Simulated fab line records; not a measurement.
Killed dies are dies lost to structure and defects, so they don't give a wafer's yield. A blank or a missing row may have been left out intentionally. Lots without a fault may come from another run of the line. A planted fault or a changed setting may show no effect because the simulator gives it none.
Chamber matching | flow gf180mcu | GF_V3_CVD_02 on pecvd-03: 3 sister chambers
The step deposits SiO2 from TEOS, target thk 850 nm, time 94.851 s. 3 wafers are shown with their chamber, then 7 later ones without.

## WAFERS PAIRED WITH THEIR CHAMBERS
wafer  | chamber | heater_power_w (W)
L360.1 | 0       | 662
L362.4 | 1       | 648
L362.5 | 2       | 769

## WAFERS WHOSE CHAMBER IS MISSING
wafer  | heater_power_w (W)
L362.6 | 733
L366.1 | 698
L366.3 | 675
L366.4 | 741
L374.4 | 647
L376.1 | 728
L376.6 | 713

## WHICH CHAMBER EACH ONE RAN IN
wafer  | from the rows above          | in truth
L362.6 | can't be placed: 2 or 0 or 1 | 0
L366.1 | can't be placed: 0 or 1 or 2 | 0
L366.3 | can't be placed: 0 or 1      | 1
L366.4 | can't be placed: 2 or 0 or 1 | 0
L374.4 | can't be placed: 1 or 0      | 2
L376.1 | can't be placed: 2 or 0 or 1 | 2
L376.6 | can't be placed: 0 or 2 or 1 | 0
0 of 7 placed correctly. Cannot be placed on the basis of these rows: 7; the candidates contain the true chamber in 6. 0 placed wrongly.
How it was worked out, from the rows above alone: a wafer's distance from a chamber is the root of the sum, over the readings, of the square of ((its reading less the chamber's mean) divided by the reading's scatter). The wafer belongs to the nearest chamber; if the next one is less than 2 further off, it can't be placed. The mean given for a chamber averages the wafers shown for that chamber. The scatter: root of mean squared gap, hidden wafer to nearest shown wafer, with one shown wafer a chamber.
